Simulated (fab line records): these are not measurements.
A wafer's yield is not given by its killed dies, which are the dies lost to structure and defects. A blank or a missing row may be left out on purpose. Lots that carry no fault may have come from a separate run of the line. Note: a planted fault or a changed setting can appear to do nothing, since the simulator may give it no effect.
fab line records | flow sky130
record: lots: 13 | wafers: 39 | lastDay: 50
route steps=708 shown FIELD_ISO@17 NWELL@76
lots that met no fault: from a run of the same line without faults
startH: hours from the record's opening day to when the first of the lot's shown wafers began | waitH: hours elapsed since this lot's preceding step | " as in the row above | L1.1+2: a row that stands for several wafers | - no value, or no start was given | * or withheld: withheld | < > ~ a bound
route shown NAME@n: a module of which the file shows steps, and the number in the route of the first | usual: mean and standard deviation over wafers with no fault | same: alike in all rows | chamber/n: place in a boat | sites: each site's reading | _std_site: standard deviation of those values | _edge_site: mean of outer sites minus mean of inner sites | radiusMm: how far each site lies from the wafer's centre | mask NAME#n: copy n | behind: the tool/chamber that last shaped the wafer | hold: reason for holding the lot/hours on hold/outcome of the hold | device: names the non-switching transistor (n, p or np) | end of line: tests run on the same wafers once the route is complete | a step with no rows: only its recipe | killed: at the first sort, the dies lost to defects and structure; wafer yield is something else | map: the dies of a wafer, with x for killed, . for not killed, _ for no die there
set.NAME: the run value of the setting; set.NAME@STEP: its run value at that earlier step | model.NAME: the simulator's own value behind a step, which no gauge read
route steps across a sampled set of lots; one table per step, one row per wafer
services: the hour from which a tool's chamber was out of use, counted from the record's first day as startH (under 0 if before that day), plus the number of hours and why
== steps ==
step: SKY_FIELD_ISO_STRIP_16
recipe: chemistry: O2/N2 | powerW: 1400 | pressureMtorr: 1500 | platenTempC: withheld | o2FlowSccm: 3000 | n2FlowSccm: 300 | overashFraction: 0.5
usual: drypumpMotorCurrentA: 5.81/0.22 | oesProductAu: 0.377/0.0048 | stripTimeToEndpointS: 3.55/0.035
lot.wafer | tool           | chamber | startH | waitH | drypumpMotorCurrentA | oesProductAu | rfHoursCounterH | stripTimeToEndpointS
L867.1    | plasmaAsher-01 | 0       | 32.68  | 0.0   | 5.62                 | 0.379        | 34              | 3.57
L867.3    | "              | 1       | "      | "     | 5.75                 | 0.378        | -               | 3.56
L867.5    | "              | 1       | "      | "     | 5.74                 | 0.380        | -               | 3.63
L868.1    | plasmaAsher-04 | 0       | 33.03  | 0.0   | 5.94                 | 0.384        | 35              | 3.54
L868.2    | "              | 1       | "      | "     | 5.92                 | 0.372        | 35              | 3.54
L868.6    | "              | 1       | "      | "     | 5.91                 | 0.376        | -               | 3.55
L869.2    | plasmaAsher-01 | 0       | 45.43  | 0.0   | 5.59                 | 0.380        | 35              | 3.54
L869.5    | "              | 0       | "      | "     | 5.60                 | 0.370        | -               | 3.54
L869.6    | "              | 1       | "      | "     | 5.72                 | 0.373        | -               | 3.53
L871.1    | plasmaAsher-01 | 0       | 50.33  | 0.0   | 5.61                 | 0.370        | 35              | 3.57
L871.2    | "              | 1       | "      | "     | 5.76                 | 0.381        | 35              | 3.57
L871.3    | "              | 0       | "      | "     | 5.58                 | 0.376        | -               | 3.51
L872.2    | plasmaAsher-01 | 0       | 54.47  | 0.0   | 5.61                 | 0.381        | 36              | 3.57
L872.5    | "              | 0       | "      | "     | 5.60                 | 0.377        | -               | 3.56
L872.6    | "              | 1       | "      | "     | 5.72                 | 0.379        | -               | 3.55
L874.1    | plasmaAsher-01 | 0       | 63.73  | 0.0   | 5.62                 | 0.368        | 37              | 3.50
L874.2    | "              | 1       | "      | "     | 5.71                 | 0.380        | 37              | 3.57
L874.4    | "              | 0       | "      | "     | 5.63                 | 0.374        | -               | 3.51
L878.1    | plasmaAsher-03 | 0       | 85.78  | 0.0   | 5.63                 | 0.380        | 28              | 3.58
L878.2    | "              | 1       | "      | "     | 6.25                 | 0.385        | 28              | 3.59
L878.3    | "              | 1       | "      | "     | 6.28                 | 0.377        | -               | 3.51
L880.2    | plasmaAsher-04 | 0       | 99.34  | 0.1   | 5.93                 | 0.370        | 38              | 3.58
L880.3    | "              | 1       | "      | "     | 5.89                 | 0.377        | -               | 3.50
L880.5    | "              | 0       | "      | "     | 5.90                 | 0.377        | -               | 3.55
L883.2    | plasmaAsher-01 | 1       | 114.98 | 0.0   | 5.70                 | 0.379        | 43              | 3.56
L883.3    | "              | 0       | "      | "     | 5.63                 | 0.370        | -               | 3.56
L883.5    | "              | 0       | "      | "     | 5.60                 | 0.378        | -               | 3.55
L884.1    | plasmaAsher-03 | 1       | 118.13 | 0.0   | 6.27                 | 0.380        | 32              | 3.53
L884.2    | "              | 0       | "      | "     | 5.60                 | 0.376        | 32              | 3.54
L884.4    | "              | 1       | "      | "     | 6.26                 | 0.376        | -               | 3.52
L885.1    | plasmaAsher-01 | 0       | 124.47 | 0.0   | 5.62                 | 0.389        | 44              | 3.61
L885.3    | "              | 1       | "      | "     | 5.72                 | 0.376        | -               | 3.52
L885.5    | "              | 1       | "      | "     | 5.73                 | 0.387        | -               | 3.61
L887.1    | plasmaAsher-03 | 1       | 133.08 | 0.0   | 6.25                 | 0.379        | 34              | 3.50
L887.2    | "              | 0       | "      | "     | 5.62                 | 0.375        | 34              | 3.62
L887.5    | "              | 0       | "      | "     | 5.62                 | 0.381        | -               | 3.52
L889.3    | plasmaAsher-03 | 1       | 146.32 | 0.1   | 6.26                 | 0.380        | -               | 3.53
L889.5    | "              | 1       | "      | "     | 6.25                 | 0.369        | -               | 3.50
L889.6    | "              | 0       | "      | "     | 5.63                 | 0.377        | -               | 3.49
step: SKY_FIELD_ISO_THK_MEAS_23
recipe: reads: SiO2_of_FIELD_ISO_OXIDATION_22
usual: FIELD_ISO_OXIDATION_01_THK: 9.97/0.15
lot.wafer | tool         | chamber | startH | waitH | FIELD_ISO_OXIDATION_01_THK[nm]
L867.1    | filmMetro-04 | -       | 35.21  | 0.0   | 9.86
L867.3    | "            | -       | "      | "     | 9.91
L867.5    | "            | -       | "      | "     | 9.94
L868.1    | filmMetro-02 | -       | 35.21  | 0.0   | 9.80
L868.2    | "            | -       | "      | "     | 10.02
L868.6    | "            | -       | "      | "     | 9.97
L869.2    | filmMetro-04 | -       | 47.06  | 0.0   | 9.95
L869.5    | "            | -       | "      | "     | 9.76
L869.6    | "            | -       | "      | "     | 9.91
L871.1    | filmMetro-04 | -       | 52.80  | 0.0   | 9.84
L871.2    | "            | -       | "      | "     | 10.18
L871.3    | "            | -       | "      | "     | 10.16
L872.2    | filmMetro-03 | -       | 58.52  | 0.0   | 9.71
L872.5    | "            | -       | "      | "     | 9.94
L872.6    | "            | -       | "      | "     | 10.04
L874.1    | filmMetro-04 | -       | 65.36  | 0.0   | 10.14
L874.2    | "            | -       | "      | "     | 9.89
L874.4    | "            | -       | "      | "     | 10.02
L878.1    | filmMetro-03 | -       | 90.54  | 0.0   | 9.95
L878.2    | "            | -       | "      | "     | 10.05
L878.3    | "            | -       | "      | "     | 9.73
L880.2    | filmMetro-02 | -       | 102.00 | 0.0   | 10.10
L880.3    | "            | -       | "      | "     | 9.80
L880.5    | "            | -       | "      | "     | 9.91
L883.2    | filmMetro-02 | -       | 116.62 | 0.0   | 9.99
L883.3    | "            | -       | "      | "     | 10.04
L883.5    | "            | -       | "      | "     | 9.97
L884.1    | filmMetro-02 | -       | 119.76 | 0.0   | 10.04
L884.2    | "            | -       | "      | "     | 10.02
L884.4    | "            | -       | "      | "     | 10.05
L885.1    | filmMetro-04 | -       | 126.11 | 0.0   | 10.01
L885.3    | "            | -       | "      | "     | 10.00
L885.5    | "            | -       | "      | "     | 9.81
L887.1    | filmMetro-03 | -       | 134.75 | 0.0   | 9.91
L887.2    | "            | -       | "      | "     | 10.04
L887.5    | "            | -       | "      | "     | 10.15
L889.3    | filmMetro-02 | -       | 153.31 | 0.0   | 9.96
L889.5    | "            | -       | "      | "     | 9.76
L889.6    | "            | -       | "      | "     | 9.87
step: SKY_FIELD_ISO_CVD_24
recipe: material: SiO2 | targetThkNm: 595 | tempC: 650 | sigmaOpenFrac: 0.3 | timeS: 99.2 | sih4FlowSccm: 60 | pressureMtorr: 6
usual: pressureMtorr: 6.002/0.012 | susceptorTempC: 650.0/0.31
lot.wafer | tool      | chamber | startH | waitH | pressureMtorr | susceptorTempC
L867.1    | hdpcvd-01 | 1       | 35.27  | 0.1   | 6.019         | 649.8
L867.3    | "         | 0       | "      | "     | 6.017         | 650.2
L867.5    | "         | 2       | "      | "     | 6.013         | 649.8
L868.1    | hdpcvd-02 | 1       | 35.27  | 0.1   | 6.009         | 650.5
L868.2    | "         | 0       | "      | "     | 6.011         | 649.9
L868.6    | "         | 0       | "      | "     | 6.010         | 649.6
L869.2    | hdpcvd-01 | 1       | 47.11  | 0.0   | 6.009         | 650.2
L869.5    | "         | 2       | "      | "     | 5.994         | 650.5
L869.6    | "         | 0       | "      | "     | 6.007         | 649.8
L871.1    | hdpcvd-02 | 1       | 52.87  | 0.1   | 5.993         | 650.1
L871.2    | "         | 2       | "      | "     | 5.999         | 650.0
L871.3    | "         | 0       | "      | "     | 6.002         | 649.9
L872.2    | hdpcvd-02 | 1       | 58.57  | 0.0   | 6.008         | 649.6
L872.5    | "         | 0       | "      | "     | 6.007         | 649.9
L872.6    | "         | 2       | "      | "     | 5.987         | 650.1
L874.1    | hdpcvd-01 | 1       | 65.42  | 0.1   | 6.004         | 650.6
L874.2    | "         | 2       | "      | "     | 6.010         | 650.4
L874.4    | "         | 0       | "      | "     | 6.013         | 650.0
L878.1    | hdpcvd-02 | 2       | 90.60  | 0.1   | 4.797         | 649.8
L878.2    | "         | 1       | "      | "     | 4.791         | 649.6
L878.3    | "         | 0       | "      | "     | 4.780         | 649.8
L880.2    | hdpcvd-02 | 1       | 102.05 | 0.0   | 4.807         | 650.1
L880.3    | "         | 0       | "      | "     | 4.788         | 649.9
L880.5    | "         | 1       | "      | "     | 4.803         | 650.0
L883.2    | hdpcvd-01 | 1       | 116.67 | 0.0   | 5.984         | 650.2
L883.3    | "         | 2       | "      | "     | 5.986         | 650.3
L883.5    | "         | 0       | "      | "     | 5.995         | 649.6
L884.1    | hdpcvd-01 | 0       | 119.82 | 0.1   | 6.007         | 649.8
L884.2    | "         | 2       | "      | "     | 6.018         | 650.5
L884.4    | "         | 1       | "      | "     | 5.996         | 649.9
L885.1    | hdpcvd-01 | 0       | 126.17 | 0.1   | 6.020         | 650.5
L885.3    | "         | 1       | "      | "     | 6.003         | 650.2
L885.5    | "         | 2       | "      | "     | 6.001         | 650.6
L887.1    | hdpcvd-01 | 0       | 134.81 | 0.1   | 6.001         | 650.4
L887.2    | "         | 1       | "      | "     | 6.026         | 649.7
L887.5    | "         | 1       | "      | "     | 6.004         | 649.9
L889.3    | hdpcvd-01 | 2       | 153.35 | 0.0   | 5.997         | 649.9
L889.5    | "         | 1       | "      | "     | 5.995         | 650.2
L889.6    | "         | 2       | "      | "     | 6.008         | 650.1
step: SKY_NWELL_OVL_MEAS_23
usual: NWELL_01_OVL: -0.3/1.4
lot.wafer | tool       | chamber | startH | waitH | NWELL_01_OVL[nm]
L868.1    | overlay-02 | -       | 106.17 | -     | -2.6
L868.2    | "          | -       | "      | "     | -3.9
L868.6    | "          | -       | "      | "     | -2.2
L867.1    | overlay-02 | -       | 106.50 | -     | 0.7
L867.3    | "          | -       | "      | "     | -1.0
L867.5    | "          | -       | "      | "     | -0.8
L869.2    | overlay-01 | -       | 121.73 | -     | 0.0
L869.5    | "          | -       | "      | "     | 2.3
L869.6    | "          | -       | "      | "     | 0.6
L871.1    | overlay-02 | -       | 133.25 | -     | -0.9
L871.2    | "          | -       | "      | "     | -0.2
L871.3    | "          | -       | "      | "     | 0.0
L872.2    | overlay-01 | -       | 135.63 | -     | 0.6
L872.5    | "          | -       | "      | "     | 0.1
L872.6    | "          | -       | "      | "     | 0.2
L874.1    | overlay-01 | -       | 142.72 | -     | -1.1
L874.2    | "          | -       | "      | "     | 0.5
L874.4    | "          | -       | "      | "     | 1.8
L878.1    | overlay-01 | -       | 170.45 | -     | 1.9
L878.2    | "          | -       | "      | "     | 1.8
L878.3    | "          | -       | "      | "     | 1.5
L880.2    | overlay-02 | -       | 183.30 | -     | -1.6
L880.3    | "          | -       | "      | "     | -3.7
L880.5    | "          | -       | "      | "     | -2.9
L883.2    | overlay-02 | -       | 198.98 | -     | -1.3
L883.3    | "          | -       | "      | "     | -0.8
L883.5    | "          | -       | "      | "     | -2.0
L884.1    | overlay-02 | -       | 204.12 | -     | -1.6
L884.2    | "          | -       | "      | "     | -1.1
L884.4    | "          | -       | "      | "     | -1.8
L885.1    | overlay-02 | -       | 209.09 | -     | -1.4
L885.3    | "          | -       | "      | "     | -1.0
L885.5    | "          | -       | "      | "     | -2.1
L887.1    | overlay-01 | -       | 228.42 | -     | -0.6
L887.2    | "          | -       | "      | "     | 1.5
L887.5    | "          | -       | "      | "     | -1.8
L889.3    | overlay-01 | -       | 252.81 | -     | 1.1
L889.5    | "          | -       | "      | "     | -0.1
L889.6    | "          | -       | "      | "     | 0.3
== services ==
tool           | chamber | startH | hours | kind
hdpcvd-01      | -       | 33.73  | 0.8   | repair
hdpcvd-02      | -       | 66.75  | 15.0  | pm
hdpcvd-02      | 0       | 66.75  | 15.0  | ventCycle
hdpcvd-02      | 1       | 66.75  | 15.0  | ventCycle
hdpcvd-02      | 2       | 66.75  | 15.0  | ventCycle
plasmaAsher-04 | -       | 67.13  | 30.5  | repair
hdpcvd-02      | 0       | 81.75  | -     | clean
hdpcvd-02      | 1       | 81.75  | -     | clean
hdpcvd-02      | 2       | 81.75  | -     | clean
plasmaAsher-04 | -       | 108.75 | 9.0   | pm
plasmaAsher-04 | 0       | 108.75 | 9.0   | ventCycle
plasmaAsher-04 | 1       | 108.75 | 9.0   | ventCycle
plasmaAsher-04 | 0       | 117.75 | -     | clean
plasmaAsher-04 | 1       | 117.75 | -     | clean
== key ==
firstSign: step: SKY_FIELD_ISO_CVD_24 | reading: pressureMtorr | direction: down | sigmas: 99+ | usual: 6.002 | struck: 4.794
effect none on later readings
metAt SKY_FIELD_ISO_CVD_24
struckLots L878,L880
testerLeftOut L878,L880
notActingAt SKY_FIELD_ISO_STRIP_16,SKY_FIELD_ISO_THK_MEAS_23,SKY_NWELL_OVL_MEAS_23
onsetBetween 58.57 90.60
fault: kind: processParameterDrift | tool: hdpcvd-02 | chamber: - | onsetH: 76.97 | steps: SKY_FIELD_ISO_CVD_24 | channel: pressureMtorr | offset: -1.2 | shape: step | endH: 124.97 | actsIn: theseRecipesOnly | stated: 6
testerLeftOut: of these lots the tester's yield and bins aren't shown, on N5 and GAA mostly nor the transistor test; their killed dies are dies lost to structure and defects alone, not to doping, threshold or leakage, so they don't give the yield
